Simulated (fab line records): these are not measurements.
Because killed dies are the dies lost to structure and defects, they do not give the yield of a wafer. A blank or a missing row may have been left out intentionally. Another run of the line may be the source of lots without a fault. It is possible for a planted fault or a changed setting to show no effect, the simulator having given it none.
Code-filled problem report in 8D (eight disciplines) form | flow gf180mcu | the parts of the form that need people (team, actions taken, sign-off) are left out

## 1. WHAT IS WRONG
At GF_SAB_ETCH_11, oes product au averages 0.914 a.u. over 2 wafers from 2 lots, while fault-free wafers read 1.000 a.u., standard deviation 0.0065. Relative to the usual mean, that is a shift of -13 standard deviations.
The step: etches SiO2 in C4F8/O2/Ar, target depth 55 nm, time 8.5 s.
First seen on wafer L368.5, day 20 15:06, on rie diel-02. The record holds 16 wafers of 6 lots with a number at this step. Rule for "out" (also "out of limits"): further than 4 standard deviations from the usual mean. The other wafers with a number count as sound.

## 2. WHAT IT IS; WHAT IT IS NOT
question                    | is                | is not
which readings at this step | oes product au    | rf fwd power W
which lots                  | L368, L369        | L354, L356, L372, L375
which wafers of those lots  | L368.5, L369.5    | L368.1, L369.6
read on which tools         | rie diel-02       | rie diel-04
when                        | from day 20 15:06 | up to then (7 sound wafers); but 7 sound wafers of L369, L372, L375 came after

## 3. SUSPECTS, AND WHAT RULES EACH OUT
Counting: if a tool at a process step up to the reading ran every lot that is out, it stays a suspect. Sound lots after the first of them don't rule it out here, since some wafers of a struck lot are sound.
- pecvd-03 at GF_SAB_CVD_00 (deposits SiO2 from TEOS, target thk 50 nm, time 4.9302 s): kept. It ran every lot that is out, first L368 (day 19 14:56); its last sound lot up to then is L354 (day 14 11:00).
- rie diel-02 at GF_SAB_ETCH_11 (etches SiO2 in C4F8/O2/Ar, target depth 55 nm, time 8.5 s): kept. It ran every lot that is out, first L368 (day 20 15:06); its last sound lot up to then is L356 (day 16 05:42). On those wafers its own readings are out: oes product au.
- Within pecvd-03 at GF_SAB_CVD_00: the wafers that are out ran in chamber 2; their sound lot-mates ran in chambers 0, 1.
After counting, pecvd-03 at GF_SAB_CVD_00 and rie diel-02 at GF_SAB_ETCH_11 remain.

## 4. THE CAUSE (what the simulator had put in)
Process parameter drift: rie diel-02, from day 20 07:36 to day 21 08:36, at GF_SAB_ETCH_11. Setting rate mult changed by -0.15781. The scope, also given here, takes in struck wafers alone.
Counting left 2 suspects, and this tool is among them.

## 5. THE CHAIN OF EFFECTS, in route order
One row per reading whose mean, taken over the struck wafers that have a number, lies over 3 standard deviations from the usual. Only readings for which the record gives a usual standard deviation are gone through. hours: the time from each lot's start at the first step in this table that gives one to its start at this step, as a median over the lots. sigmas: the change in usual standard deviations.
hours | step           | reading        | usual      | on struck wafers | change | sigmas
0     | GF_SAB_ETCH_11 | oes product au | 1.000 a.u. | 0.914            | -0.086 | -13
Here are the process steps it includes:
- GF_SAB_ETCH_11: etches SiO2 in C4F8/O2/Ar, target depth 55 nm, time 8.5 s.

## 6. WHAT WOULD HAVE CAUGHT IT SOONER
First out-of-limits reading in this record: day 20 15:06, which is 8 hours after fault onset at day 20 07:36.
